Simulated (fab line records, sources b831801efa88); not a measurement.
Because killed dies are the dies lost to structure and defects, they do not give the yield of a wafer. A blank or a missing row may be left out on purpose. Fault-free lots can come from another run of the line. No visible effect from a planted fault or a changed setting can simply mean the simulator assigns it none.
Which of the tools did it? :: flow sky130 :: 13 lots, 39 wafers sampled, at 3 steps of a route of 708

## WHAT THE GAUGES SHOWED, per wafer
No reading from a measuring or inspecting step in the record can be judged against a usual standard deviation.

## WHAT TOOL EACH LOT RAN ON (gives the tool, then ch and the chambers of the sampled wafers, and finally the start)
lot: L332
SKY_METAL3_METAL_ETCH_18: rie_metal-03 ch 0,1, day 39 00:01
SKY_METAL3_STRIP_19: plasma_asher-02 ch 0,1, day 39 00:10
SKY_PAD_OPEN_PROBE_99: -

lot: L333
SKY_METAL3_METAL_ETCH_18: rie_metal-02 ch 0,1, day 39 19:17
SKY_METAL3_STRIP_19: plasma_asher-01 ch 0,1, day 39 19:28
SKY_PAD_OPEN_PROBE_99: -

lot: L335
SKY_METAL3_METAL_ETCH_18: rie_metal-02 ch 0,1, day 40 02:38
SKY_METAL3_STRIP_19: plasma_asher-02 ch 0,1, day 40 02:49
SKY_PAD_OPEN_PROBE_99: -

lot: L334
SKY_METAL3_METAL_ETCH_18: rie_metal-02 ch 0,1, day 40 06:03
SKY_METAL3_STRIP_19: plasma_asher-01 ch 0,1, day 40 06:14
SKY_PAD_OPEN_PROBE_99: -

lot: L336
SKY_METAL3_METAL_ETCH_18: rie_metal-01 ch 0,1, day 40 06:46
SKY_METAL3_STRIP_19: plasma_asher-02 ch 0,1, day 40 06:55
SKY_PAD_OPEN_PROBE_99: -

lot: L342
SKY_METAL3_METAL_ETCH_18: rie_metal-03 ch 0,1, day 41 20:04
SKY_METAL3_STRIP_19: plasma_asher-02 ch 0, day 41 20:15
SKY_PAD_OPEN_PROBE_99: prober-01, day 48 12:04

lot: L343
SKY_METAL3_METAL_ETCH_18: rie_metal-03 ch 1, day 42 04:41
SKY_METAL3_STRIP_19: plasma_asher-01 ch 1, day 42 04:52
SKY_PAD_OPEN_PROBE_99: prober-02, day 48 19:40

lot: L344
SKY_METAL3_METAL_ETCH_18: rie_metal-02 ch 0,1, day 42 14:04
SKY_METAL3_STRIP_19: plasma_asher-01 ch 0,1, day 42 14:15
SKY_PAD_OPEN_PROBE_99: -

lot: L349
SKY_METAL3_METAL_ETCH_18: rie_metal-01 ch 0,1, day 44 02:31
SKY_METAL3_STRIP_19: plasma_asher-03 ch 0,1, day 44 02:42
SKY_PAD_OPEN_PROBE_99: -

lot: L350
SKY_METAL3_METAL_ETCH_18: rie_metal-02 ch 0,1, day 44 09:32
SKY_METAL3_STRIP_19: plasma_asher-02 ch 0,1, day 44 09:43
SKY_PAD_OPEN_PROBE_99: -

lot: L351
SKY_METAL3_METAL_ETCH_18: rie_metal-03 ch 0, day 44 13:31
SKY_METAL3_STRIP_19: plasma_asher-01 ch 0,1, day 44 13:49
SKY_PAD_OPEN_PROBE_99: -

lot: L352
SKY_METAL3_METAL_ETCH_18: rie_metal-01 ch 1, day 44 14:49
SKY_METAL3_STRIP_19: plasma_asher-03 ch 0,1, day 44 15:11
SKY_PAD_OPEN_PROBE_99: -

lot: L353
SKY_METAL3_METAL_ETCH_18: rie_metal-02 ch 0,1, day 44 22:54
SKY_METAL3_STRIP_19: plasma_asher-01 ch 0,1, day 44 23:05
SKY_PAD_OPEN_PROBE_99: -
- SKY_METAL3_METAL_ETCH_18: etches the open film in Cl2/BCl3, stops on SiO2, target depth 845 nm, time 183.1 s.
- SKY_METAL3_STRIP_19: strips in O2/N2.
- SKY_PAD_OPEN_PROBE_99

## AS READ BY THE TOOLS THEMSELVES (means over the sampled wafers that have a number; for cases with no such wafer, the mark the record gives instead)
SKY_METAL3_METAL_ETCH_18.
lot: L332
tool: rie_metal-03
bcl3_flow_sccm (sccm): 30.04
bias_w (W): 48.38
drypump_motor_current_A (A): 5.5
oes_product_au (a.u.): 0.859
throttle_valve_pct (%): 22.266

lot: L333
tool: rie_metal-02
bcl3_flow_sccm (sccm): 30.02
bias_w (W): 48.57
drypump_motor_current_A (A): 4.9
oes_product_au (a.u.): 0.867
throttle_valve_pct (%): 22.265

lot: L335
tool: rie_metal-02
bcl3_flow_sccm (sccm): 30.02
bias_w (W): 48.45
drypump_motor_current_A (A): 5.1
oes_product_au (a.u.): 0.867
throttle_valve_pct (%): 22.273

lot: L334
tool: rie_metal-02
bcl3_flow_sccm (sccm): 30.05
bias_w (W): 48.59
drypump_motor_current_A (A): 5.1
oes_product_au (a.u.): 0.871
throttle_valve_pct (%): 22.261

lot: L336
tool: rie_metal-01
bcl3_flow_sccm (sccm): 30.02
bias_w (W): 48.51
drypump_motor_current_A (A): 5.5
oes_product_au (a.u.): 0.870
throttle_valve_pct (%): 22.262

lot: L342
tool: rie_metal-03
bcl3_flow_sccm (sccm): -
bias_w (W): -
drypump_motor_current_A (A): -
oes_product_au (a.u.): -
throttle_valve_pct (%): -

lot: L343
tool: rie_metal-03
bcl3_flow_sccm (sccm): -
bias_w (W): -
drypump_motor_current_A (A): -
oes_product_au (a.u.): -
throttle_valve_pct (%): -

lot: L344
tool: rie_metal-02
bcl3_flow_sccm (sccm): 29.95
bias_w (W): 48.46
drypump_motor_current_A (A): 4.9
oes_product_au (a.u.): 0.866
throttle_valve_pct (%): 22.264

lot: L349
tool: rie_metal-01
bcl3_flow_sccm (sccm): 29.94
bias_w (W): 48.61
drypump_motor_current_A (A): 5.6
oes_product_au (a.u.): 0.873
throttle_valve_pct (%): 22.260

lot: L350
tool: rie_metal-02
bcl3_flow_sccm (sccm): 29.98
bias_w (W): 48.42
drypump_motor_current_A (A): 4.9
oes_product_au (a.u.): 0.860
throttle_valve_pct (%): 22.269

lot: L351
tool: rie_metal-03
bcl3_flow_sccm (sccm): 30.06
bias_w (W): 48.36
drypump_motor_current_A (A): 5.4
oes_product_au (a.u.): 0.861
throttle_valve_pct (%): 22.263

lot: L352
tool: rie_metal-01
bcl3_flow_sccm (sccm): 29.88
bias_w (W): 48.68
drypump_motor_current_A (A): 5.6
oes_product_au (a.u.): 0.870
throttle_valve_pct (%): 22.271

lot: L353
tool: rie_metal-02
bcl3_flow_sccm (sccm): 29.95
bias_w (W): 48.38
drypump_motor_current_A (A): 4.9
oes_product_au (a.u.): 0.869
throttle_valve_pct (%): 22.259

SKY_METAL3_STRIP_19.
lot: L332
tool: plasma_asher-02
drypump_motor_current_A (A): 5.2
o2_flow_sccm (sccm): 2993
oes_product_au (a.u.): 0.503
strip_time_to_endpoint_s (s): 6.39

lot: L333
tool: plasma_asher-01
drypump_motor_current_A (A): 5.7
o2_flow_sccm (sccm): 3006
oes_product_au (a.u.): 0.493
strip_time_to_endpoint_s (s): 6.38

lot: L335
tool: plasma_asher-02
drypump_motor_current_A (A): 5.4
o2_flow_sccm (sccm): 2999
oes_product_au (a.u.): 0.503
strip_time_to_endpoint_s (s): 6.51

lot: L334
tool: plasma_asher-01
drypump_motor_current_A (A): 6.0
o2_flow_sccm (sccm): 2993
oes_product_au (a.u.): 0.499
strip_time_to_endpoint_s (s): 6.43

lot: L336
tool: plasma_asher-02
drypump_motor_current_A (A): 5.2
o2_flow_sccm (sccm): 3000
oes_product_au (a.u.): 0.493
strip_time_to_endpoint_s (s): 6.27

lot: L342
tool: plasma_asher-02
drypump_motor_current_A (A): 5.0
o2_flow_sccm (sccm): 3007
oes_product_au (a.u.): 0.715
strip_time_to_endpoint_s (s): 11.73

lot: L343
tool: plasma_asher-01
drypump_motor_current_A (A): 5.3
o2_flow_sccm (sccm): 2997
oes_product_au (a.u.): 0.714
strip_time_to_endpoint_s (s): 11.72

lot: L344
tool: plasma_asher-01
drypump_motor_current_A (A): 5.6
o2_flow_sccm (sccm): 2993
oes_product_au (a.u.): 0.499
strip_time_to_endpoint_s (s): 6.45

lot: L349
tool: plasma_asher-03
drypump_motor_current_A (A): 6.1
o2_flow_sccm (sccm): 2996
oes_product_au (a.u.): 0.491
strip_time_to_endpoint_s (s): 6.32

lot: L350
tool: plasma_asher-02
drypump_motor_current_A (A): 5.2
o2_flow_sccm (sccm): 3002
oes_product_au (a.u.): 0.494
strip_time_to_endpoint_s (s): 6.47

lot: L351
tool: plasma_asher-01
drypump_motor_current_A (A): 6.0
o2_flow_sccm (sccm): 2998
oes_product_au (a.u.): 0.495
strip_time_to_endpoint_s (s): 6.26

lot: L352
tool: plasma_asher-03
drypump_motor_current_A (A): 6.1
o2_flow_sccm (sccm): 3000
oes_product_au (a.u.): 0.491
strip_time_to_endpoint_s (s): 6.28

lot: L353
tool: plasma_asher-01
drypump_motor_current_A (A): 6.0
o2_flow_sccm (sccm): 2999
oes_product_au (a.u.): 0.499
strip_time_to_endpoint_s (s): 6.46

SKY_PAD_OPEN_PROBE_99.
lot: L342
tool: prober-01
defect_limited_yield (%): 0.0
killed_at_M0_to_M3: 449
killed_at_M4_up: 4.0
killed_at_contacts: 21
killed_at_front_end: 18
killed_at_other: 0.3
killed_dies: 492
killed_on_rim: 96
killed_open: 46
killed_short: 34
sort_bin_3_pad_short (%): 0.5
sort_bin_5_function (%): 93.6
sort_bin_6_memory (%): 5.9
sort_bin_8_speed (%): 0.0
sort_n_pass: 0
sort_yield_pct (%): 0.0

lot: L343
tool: prober-02
defect_limited_yield (%): 0.0
killed_at_M0_to_M3: 452
killed_at_M4_up: 2.3
killed_at_contacts: 25
killed_at_front_end: 13
killed_at_other: 0.3
killed_dies: 492
killed_on_rim: 96
killed_open: 45
killed_short: 35
sort_bin_3_pad_short (%): 0.9
sort_bin_5_function (%): 93.2
sort_bin_6_memory (%): 6.0
sort_bin_8_speed (%): 0.0
sort_n_pass: 0
sort_yield_pct (%): 0.0

## THE ANSWER, worked out from the rows above alone
Rule: the lots themselves supply what counts as usual. The widest of any qualifying gaps counts: lots, ordered by their means at a reading, are off when they make up no more than a third of the lots, leave a main group of 4 or more, and stand apart from it by 3 or more times the standard deviation of that group's means. Not used: any main group whose means are identical at the precision the tables above print for the reading. A lot without any number at a reading at which 4 lots or more have one is off too. All remaining lots with rows at the step are treated as sound. First the gauges in route order, then the tools' own readings, where a lot's mean is used as printed above. At the first step where some lot is off, the reading lying furthest off is the one used; lots without a number count as furthest.
Off: L342, L343 (SKY_METAL3_METAL_ETCH_18, bcl3_flow_sccm). Without a number there: L342, L343. For the main group the mean is 29.99 sccm and the standard deviation 0.054.
If a tool, at that step or one of the process steps before it, ran each lot that is off and ran no sound lot following the first of them, it fits. Not one of the candidates tried fits.

## WHAT HAD BEEN PUT IN BY THE SIMULATOR
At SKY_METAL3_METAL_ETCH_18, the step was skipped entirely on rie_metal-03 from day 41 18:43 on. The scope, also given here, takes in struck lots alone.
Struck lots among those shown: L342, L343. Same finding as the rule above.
